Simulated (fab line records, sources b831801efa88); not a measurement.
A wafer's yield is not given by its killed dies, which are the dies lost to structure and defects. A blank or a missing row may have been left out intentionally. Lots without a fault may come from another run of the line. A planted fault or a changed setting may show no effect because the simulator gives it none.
Chamber matching ; flow sfq_line ; SFQ_TRILAYER_I7_CMP_CMP_184 on cmp-02: 4 sister chambers
The step polishes SiO2. 16 wafers are shown with their chamber, then 8 later ones without.

## WAFERS WITH THEIR CHAMBER
wafer;chamber;motor_current_A (A);platen_rpm (rpm);time_to_endpoint_s (s)
L941.1;3;11.0;59.98;210
L941.4;0;11.1;60.06;208
L941.6;1;9.8;59.98;208
L952.1;3;11.8;60.08;215
L952.3;1;10.0;59.97;222
L952.4;0;11.6;59.95;222
L953.2;2;11.1;59.96;212
L953.1;0;10.9;60.02;214
L953.5;2;10.9;59.97;211
L954.2;0;10.9;59.89;214
L954.3;2;11.1;60.00;221
L954.5;0;10.9;60.05;222
L955.3;0;10.7;60.00;217
L955.4;3;11.0;59.97;222
L955.6;3;11.1;59.98;225
L957.1;0;10.9;59.90;207

SIGNATURES (averages over the wafers above)
reading;chamber 0;chamber 1;chamber 2;chamber 3;scatter within a chamber
motor_current_A;11.000;9.900;11.033;11.225;0.288
platen_rpm;59.9814;59.9750;59.9767;60.0025;0.056
time_to_endpoint_s;214.86;215.00;214.67;218.00;6.54
Rule: a wafer's distance from a chamber is the root of the sum, over the readings, of the square of ((its reading less the chamber's mean) divided by the reading's scatter). If the next closest chamber is less than 2 further off than the closest, the wafer can't be placed; otherwise it belongs to the closest. The scatter: take each reading less its chamber's mean, square it, sum over the shown wafers, divide by the number of wafers less the number of chambers, and take the root.

## WAFERS WITH NO CHAMBER GIVEN
wafer;motor_current_A (A);platen_rpm (rpm);time_to_endpoint_s (s)
L957.2;10.6;60.05;204
L957.4;11.5;60.00;226
L958.2;10.9;60.00;205
L958.3;9.9;60.02;215
L958.4;11.8;59.94;227
L960.2;11.3;59.96;223
L960.3;10.5;60.00;208
L960.4;11.5;59.94;221

## WHICH CHAMBER EACH ONE RAN IN
wafer;from the rows above;in truth
L957.2;can't be placed: 0 or 2 or 3 or 1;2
L957.4;can't be placed: 3 or 2 or 0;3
L958.2;can't be placed: 0 or 2 or 3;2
L958.3;1;1
L958.4;can't be placed: 3 or 2 or 0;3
L960.2;can't be placed: 3 or 2 or 0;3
L960.3;can't be placed: 0 or 2 or 1 or 3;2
L960.4;can't be placed: 3 or 2 or 0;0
Correct placement for 1 of the 8. Not placeable from these rows: 7 (in 7, the candidates include the true chamber). Number placed wrongly: 0.
